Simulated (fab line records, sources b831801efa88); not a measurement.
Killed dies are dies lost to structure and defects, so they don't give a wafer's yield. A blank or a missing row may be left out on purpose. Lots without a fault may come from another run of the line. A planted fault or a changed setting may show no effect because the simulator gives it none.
Which tool did it? | flow sky130 | 7 lots, 21 wafers sampled, at 1 step of a route of 708

WHAT THE GAUGES READ, wafer by wafer
SKY_VIA2_OVL_MEAS_13.
lot  | measured     | on         | VIA2_OVL (nm)
L626 | day 37 18:43 | overlay-01 | -3 -7 2
L629 | day 39 04:51 | overlay-01 | -10 -2 1
L630 | day 39 09:39 | overlay-01 | 3 -2 0
L636 | day 41 03:28 | overlay-01 | 3 2 4
L634 | day 41 06:12 | overlay-02 | -11 -14 -3
L643 | day 42 12:07 | overlay-02 | 2 -9 -2
L645 | day 42 18:00 | overlay-01 | -5 -10 -7

WHICH TOOL RAN EACH LOT (tool, then ch and the chambers of the sampled wafers, then the start)
The record holds no process step before these readings.

THE ANSWER, worked out from the rows above alone
Rule: what is usual is taken from the lots themselves. Put in order of their means at a reading, lots are off if they are a third of the lots or fewer, leave a main group of 4 or more, and stand apart from it by a gap of 3 or more times the standard deviation of the main group's means; of several such gaps the widest counts. A main group whose means are all the same, to the digits that the tables above print for the reading, isn't used. A lot without any number at a reading at which 4 lots or more have one is off too. The other lots that the step has rows for count as sound.
No lot is off at any reading shown: from this, nothing can be told.

WHAT THE SIMULATOR HAD PUT IN
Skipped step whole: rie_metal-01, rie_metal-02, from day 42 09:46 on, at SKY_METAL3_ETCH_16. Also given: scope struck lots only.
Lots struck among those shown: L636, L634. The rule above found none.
